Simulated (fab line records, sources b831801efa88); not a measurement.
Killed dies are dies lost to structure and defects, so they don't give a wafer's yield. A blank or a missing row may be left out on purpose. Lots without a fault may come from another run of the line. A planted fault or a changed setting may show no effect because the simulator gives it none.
Which tool did it? | flow sky130 | 11 lots, 33 wafers sampled, at 2 steps of a route of 708

WHAT THE GAUGES READ, wafer by wafer
SKY_NWELL_OVL_MEAS_23.
lot  | measured     | on         | NWELL_01_OVL (nm)
L392 | day 5 17:32  | overlay-01 | -0.6 -0.1 -1.0
L393 | day 6 07:54  | overlay-01 | -0.4 0.1 -0.6
L394 | day 6 08:06  | overlay-02 | -1.2 -3.0 -3.3
L397 | day 7 00:38  | overlay-02 | -2.5 -1.7 -3.1
L398 | day 7 02:22  | overlay-01 | -3.7 -2.9 -2.3
L399 | day 7 11:28  | overlay-02 | -0.5 -1.9 -1.1
L405 | day 8 19:46  | overlay-01 | -2.4 -3.3 -1.0
L407 | day 9 11:32  | overlay-01 | 0.9 -2.1 -0.5
L408 | day 9 17:37  | overlay-02 | -1.0 0.0 -0.7
L409 | day 9 21:34  | overlay-02 | -1.9 1.2 2.5
L413 | day 10 21:32 | overlay-02 | -0.9 -1.8 -2.2

WHICH TOOL RAN EACH LOT (tool, then ch and the chambers of the sampled wafers, then the start)
lot  | SKY_FIELD_ISO_CMP_27
L392 | cmp-02 ch 0,1,2, day 2 16:58
L393 | cmp-02 ch 0,2,3, day 2 19:32
L394 | cmp-02 ch 0,1, day 3 02:03
L397 | cmp-02 ch 0,2,3, day 3 17:56
L398 | cmp-01 ch 0,2, day 3 23:52
L399 | cmp-02 ch 1,2,3, day 4 04:22
L405 | cmp-02 ch 0,2,3, day 5 09:58
L407 | cmp-01 ch 2,3, day 5 21:57
L408 | cmp-01 ch 0,1, day 6 01:32
L409 | cmp-01 ch 0,2,3, day 6 05:55
L413 | cmp-01 ch 0,3, day 7 03:40
- SKY_FIELD_ISO_CMP_27: polishes, stops on Si3N4, t overpolish 16 s, target thk 457.8 nm.

THE ANSWER, worked out from the rows above alone
Rule: what is usual is taken from the lots themselves. Put in order of their means at a reading, lots are off if they are a third of the lots or fewer, leave a main group of 4 or more, and stand apart from it by a gap of 3 or more times the standard deviation of the main group's means; of several such gaps the widest counts. A main group whose means are all the same, to the digits that the tables above print for the reading, isn't used. A lot without any number at a reading at which 4 lots or more have one is off too. The other lots that the step has rows for count as sound.
No lot is off at any reading shown: from this, nothing can be told.

WHAT THE SIMULATOR HAD PUT IN
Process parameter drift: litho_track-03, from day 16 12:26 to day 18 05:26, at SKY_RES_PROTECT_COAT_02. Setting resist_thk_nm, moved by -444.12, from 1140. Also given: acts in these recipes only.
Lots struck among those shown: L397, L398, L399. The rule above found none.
